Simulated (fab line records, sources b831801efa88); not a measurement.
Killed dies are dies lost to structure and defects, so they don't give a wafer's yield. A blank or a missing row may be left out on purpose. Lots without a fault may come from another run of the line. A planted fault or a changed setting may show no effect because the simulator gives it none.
Which tool did it? | flow sky130 | 13 lots, 39 wafers sampled, at 4 steps of a route of 708

WHAT THE GAUGES READ, wafer by wafer
SKY_LI_CONTACT_THK_MEAS_23: measures by xrf. Usual: LI_CONTACT_W_THK 395 nm, standard deviation 5.8.
lot  | measured     | on            | LI_CONTACT_W_THK (nm) | flag
L733 | day 29 10:42 | film_metro-03 | 405 403 403           |
L735 | day 30 16:26 | film_metro-01 | 389 393 393           |
L737 | day 30 20:24 | film_metro-04 | 392 388 387           |
L741 | day 32 11:58 | film_metro-04 | 403 403 401           |
L742 | day 32 20:41 | film_metro-03 | 394 395 397           |
L743 | day 33 09:02 | film_metro-03 | 400 399 400           |
L745 | day 33 10:02 | film_metro-03 | 400 402 398           |
L746 | day 33 11:40 | film_metro-01 | 387 384 390           |
L744 | day 33 12:02 | film_metro-01 | 389 386 386           |
L749 | day 34 10:42 | film_metro-03 | 399 401 398           |
L750 | day 35 02:19 | film_metro-04 | 395 392 396           |
L751 | day 35 09:55 | film_metro-03 | 407 406 396           |
L756 | day 36 13:11 | film_metro-03 | 397 395 396           |

SKY_CONTACT_THK_MEAS_01. Usual: CONTACT_CVD_00_THK 75.5 nm, standard deviation 1.2.
lot  | measured     | on            | CONTACT_CVD_00_THK (nm) | flag
L733 | day 30 17:06 | film_metro-01 | 76.7 76.7 76.1          |
L735 | day 31 20:38 | film_metro-02 | 75.2 77.5 76.8          |
L737 | day 32 01:31 | film_metro-01 | 75.9 76.5 76.9          |
L741 | day 33 16:13 | film_metro-01 | 74.6 76.0 76.4          |
L742 | day 34 01:10 | film_metro-01 | 74.2 73.6 75.8          |
L743 | day 34 12:49 | film_metro-02 | 74.6 75.7 76.5          |
L745 | day 34 14:52 | film_metro-01 | 74.8 76.6 76.2          |
L746 | day 34 16:39 | film_metro-02 | 72.9 74.7 73.8          |
L744 | day 34 16:44 | film_metro-01 | 75.8 75.2 75.5          |
L756 | day 37 16:14 | film_metro-02 | 74.4 75.9 75.3          |

WHICH TOOL RAN EACH LOT (tool, then ch and the chambers of the sampled wafers, then the start)
lot  | SKY_LI_CONTACT_CMP_24         | SKY_LOCAL_INTERCONNECT_STRIP_15
L733 | cmp-01 ch 0,2,3, day 29 12:02 | plasma_asher-02 ch 0,1, day 30 16:28
L735 | cmp-01 ch 0,1,2, day 30 16:48 | plasma_asher-02 ch 0,1, day 31 19:59
L737 | cmp-01 ch 1,2, day 30 20:30   | plasma_asher-02 ch 0,1, day 32 00:32
L741 | cmp-02 ch 0,1, day 32 12:02   | plasma_asher-04 ch 0,1, day 33 15:35
L742 | cmp-02 ch 1,2,3, day 32 20:44 | plasma_asher-01 ch 0,1, day 34 00:32
L743 | cmp-02 ch 1,2, day 33 09:05   | plasma_asher-01 ch 0,1, day 34 12:11
L745 | cmp-02 ch 0,3, day 33 10:05   | plasma_asher-04 ch 0,1, day 34 14:08
L746 | cmp-02 ch 1,3, day 33 11:47   | plasma_asher-01 ch 0,1, day 34 15:41
L744 | cmp-01 ch 0,2,3, day 33 12:05 | plasma_asher-01 ch 0,1, day 34 15:59
L749 | cmp-02 ch 2,3, day 34 10:47   | plasma_asher-01 ch 0,1, day 35 13:22
L750 | cmp-02 ch 0,2, day 35 02:22   | plasma_asher-04 ch 0, day 36 05:29
L751 | cmp-02 ch 0,3, day 35 09:57   | plasma_asher-04 ch 0,1, day 36 13:28
L756 | cmp-02 ch 0,2,3, day 36 13:15 | plasma_asher-02 ch 1, day 37 15:36
- SKY_LI_CONTACT_CMP_24: polishes, stops on PSG, t overpolish 20 s, target thk 0 nm.
- SKY_LOCAL_INTERCONNECT_STRIP_15: strips in O2/N2.

WHAT THE TOOLS THEMSELVES READ (means of the sampled wafers that have a number; where no wafer has one, the mark that the record gives instead)
SKY_LI_CONTACT_CMP_24. Usual: motor_current_A 11.0 A, standard deviation 0.91; overpolish_run_s 20.000 s, standard deviation 0.0084; slurry_filter_dp_kPa 13.51 kPa, standard deviation 0.12; time_to_endpoint_s 96 s, standard deviation 4.9.
lot  | tool   | motor_current_A (A) | overpolish_run_s (s) | slurry_filter_dp_kPa (kPa) | time_to_endpoint_s (s) | flag
L733 | cmp-01 | 10.7                | 19.999               | 13.46                      | 98                     |
L735 | cmp-01 | 10.9                | 20.007               | 13.49                      | 98                     |
L737 | cmp-01 | 10.4                | 20.001               | 13.37                      | 99                     |
L741 | cmp-02 | 9.8                 | 19.996               | 13.51                      | 95                     |
L742 | cmp-02 | 11.3                | 19.999               | 13.49                      | 95                     |
L743 | cmp-02 | 11.0                | 19.998               | 13.61                      | 102                    |
L745 | cmp-02 | 10.2                | 19.997               | 13.61                      | 93                     |
L746 | cmp-02 | 11.4                | 19.995               | 13.52                      | 97                     |
L744 | cmp-01 | 10.5                | 20.000               | 13.39                      | 99                     |
L749 | cmp-02 | 11.1                | 20.000               | 13.60                      | 93                     |
L750 | cmp-02 | 10.4                | 20.006               | 13.59                      | 91                     |
L751 | cmp-02 | 11.1                | 19.999               | 13.47                      | 91                     |
L756 | cmp-02 | 11.2                | 19.995               | 13.47                      | 93                     |

SKY_LOCAL_INTERCONNECT_STRIP_15. Usual: chamber_pressure_mTorr 1500.1 mTorr, standard deviation 1.4; drypump_motor_current_A 5.72 A, standard deviation 0.29; oes_product_au 0.427 a.u., standard deviation 0.0044; strip_time_to_endpoint_s 4.727 s, standard deviation 0.02.
lot  | tool            | chamber_pressure_mTorr (mTorr) | drypump_motor_current_A (A) | oes_product_au (a.u.) | strip_time_to_endpoint_s (s) | flag
L733 | plasma_asher-02 | 1499.5                         | 5.59                        | 0.428                 | 4.734                        |
L735 | plasma_asher-02 | 1500.2                         | 5.60                        | 0.429                 | 4.713                        |
L737 | plasma_asher-02 | 1500.5                         | 5.58                        | 0.429                 | 4.724                        |
L741 | plasma_asher-04 | 1500.5                         | 5.56                        | 0.425                 | 4.711                        |
L742 | plasma_asher-01 | 1500.7                         | 5.76                        | 0.424                 | 4.731                        |
L743 | plasma_asher-01 | 1500.4                         | 6.00                        | 0.429                 | 4.718                        |
L745 | plasma_asher-04 | 1498.6                         | 5.81                        | 0.431                 | 4.748                        |
L746 | plasma_asher-01 | 1498.7                         | 6.00                        | 0.426                 | 4.716                        |
L744 | plasma_asher-01 | 1500.1                         | 5.99                        | 0.429                 | 4.730                        |
L749 | plasma_asher-01 | -                              | -                           | -                     | -                            | OFF
L750 | plasma_asher-04 | -                              | -                           | -                     | -                            | OFF
L751 | plasma_asher-04 | -                              | -                           | -                     | -                            | OFF
L756 | plasma_asher-02 | 1499.6                         | 5.61                        | 0.426                 | 4.723                        |

THE ANSWER, worked out from the rows above alone
Rule: a lot is off if the mean of its wafers that have a number lies more than 3 standard deviations from the usual mean. A lot without any number at a reading at which 4 lots or more have one is off too. The other lots that the step has rows for count as sound. The gauges are gone through in route order, then the tools' own readings, and for those a lot's mean is taken as printed above. The first step at which some lot is off is used, and at that step the reading that is off furthest; a lot without a number counts as furthest.
Off: L749, L750, L751, at SKY_LOCAL_INTERCONNECT_STRIP_15 (chamber_pressure_mTorr). Without a number there: L749, L750, L751.
A tool fits if, at that step or a process step before it, it ran every lot that is off, and no sound lot after the first of them. None of those tried fits.

WHAT THE SIMULATOR HAD PUT IN
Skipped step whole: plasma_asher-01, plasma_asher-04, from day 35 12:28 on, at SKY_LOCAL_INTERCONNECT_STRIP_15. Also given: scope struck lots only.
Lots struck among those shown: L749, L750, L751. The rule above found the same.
